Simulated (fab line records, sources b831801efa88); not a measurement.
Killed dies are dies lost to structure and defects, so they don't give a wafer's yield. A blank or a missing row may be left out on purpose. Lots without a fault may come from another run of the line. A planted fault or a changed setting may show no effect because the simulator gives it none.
A struck lot beside a sound one | flow gf180mcu | 17 steps out of a route of 602
Sound: wafers L209.1, L209.3, L209.6. Struck: wafer L215.3. (L215.2, L215.5 of the same lot were not struck and are left out.) The cause comes at the end.
At each step with rows: each side's tool, then ch and its chambers, then its first start. Under that, the readings that differ: sound wafers | struck wafers | difference of the means | sigmas: that difference in standard deviations of wafers without a fault.
alike: readings whose means differ by less than 2 such deviations, and words and numbers that are the same on both sides. not compared: withheld readings, readings that some wafer has no value for, bounds like >300 that may hide the same value, and numbers for which the record gives no deviation and whose values overlap.
The two part at a step that has a row with sigmas, a row that says differs or no value, or rows on one side only. Numbers that don't overlap but have no deviation are shown without sigmas and don't part them. A reading that every wafer of one side lacks parts them only if that side has two wafers or more.

first, 3 steps without rows for these wafers: GF_V2_EXPOSE_11 (exposes mask Via2, target cd 260 nm); GF_V2_PEB_12 (peb time 90 s); GF_V2_DEVELOP_13 (develop time 60 s).
GF_V2_CD_MEAS_14: target cd 260 nm.
  sound on cd_sem-02, day 24 02:34; struck on cd_sem-02, day 25 16:04
  alike: cd_nm
GF_V2_OVL_MEAS_15:
  sound on overlay-01, day 24 02:41; struck on overlay-01, day 25 16:11
  alike: V2_OVL
GF_V2_ETCH_16: etches BARC in N2/H2.
  sound on rie_diel-02 ch 0,1,3, day 24 02:43; struck on rie_diel-03 ch 3, day 25 16:13
  alike: chamber_pressure_mTorr, drypump_motor_current_A, h2_flow_sccm, oes_product_au, throttle_valve_pct
GF_V2_ETCH_17: etches SiO2 in C4F8/O2/Ar, stops on TiN, target depth 630 nm.
  sound on rie_diel-02 ch 0,1,3; struck on rie_diel-03 ch 3
  alike: chamber_pressure_mTorr, oes_product_au
GF_V2_STRIP_18: strips in O2/N2.
  sound on plasma_asher-04 ch 0,1, day 24 02:51; struck on plasma_asher-01 ch 0, day 25 16:20
  alike: chamber_pressure_mTorr, drypump_motor_current_A, heater_power_w, oes_product_au
  not compared: rf_hours_counter_h
then, 2 steps without rows for these wafers: GF_V2_STRIP_19 (strips in post etch residue remover, time 1200 s); GF_V2_CLEAN_20 (cleans in DIW).
GF_V2_SPUTTER_21: material Ti, target thk 15 nm, time 80.02 s.
  sound on pvd_sputter-04, day 24 03:23; struck on pvd_sputter-03, day 25 16:52
  alike: throttle_valve_pct
GF_V2_SPUTTER_22: material TiN, target thk 10 nm, time 40 s.
  sound on pvd_sputter-04, day 24 03:27; struck on pvd_sputter-03, day 25 16:56
  alike: throttle_valve_pct
GF_V2_CVD_23: deposits W, target thk 350 nm, time 104.94 s.
  sound on cvd_w-01 ch 0,1, day 24 03:29; struck on cvd_w-01 ch 0, day 25 16:58
  reading                          | sound             | struck | difference | sigmas
  model.W_of_V2_CVD_23.thk_nm (nm) | 348.3 349.9 349.3 | 330.6  | -18.6      |
  alike: heater_power_w
  not compared: since_wet_clean_h
GF_V2_RS_MEAS_24: measures by four-point-probe.
  sound on film_metro-02, day 24 03:36; struck on film_metro-02, day 25 17:06
  reading          | sound                | struck | difference | sigmas
  V2_W_RS (ohm/sq) | 0.3293 0.3274 0.3286 | 0.3463 | +0.0179    | +7
GF_V2_THK_MEAS_25: measures by xrf.
  sound on film_metro-02, day 24 03:43; struck on film_metro-02, day 25 19:52
  reading       | sound       | struck | difference | sigmas
  V2_W_THK (nm) | 345 346 346 | 328    | -18        | -6
then, 2 steps without rows for these wafers: GF_V2_CMP_26 (polishes, stops on SiO2, t overpolish 15 s, target thk 0 nm); GF_PASSIVATION_PROBE_99.

WHERE THEY PART
First at GF_V2_RS_MEAS_24; last, within this record, at GF_V2_THK_MEAS_25.

WHY: what the simulator had put in
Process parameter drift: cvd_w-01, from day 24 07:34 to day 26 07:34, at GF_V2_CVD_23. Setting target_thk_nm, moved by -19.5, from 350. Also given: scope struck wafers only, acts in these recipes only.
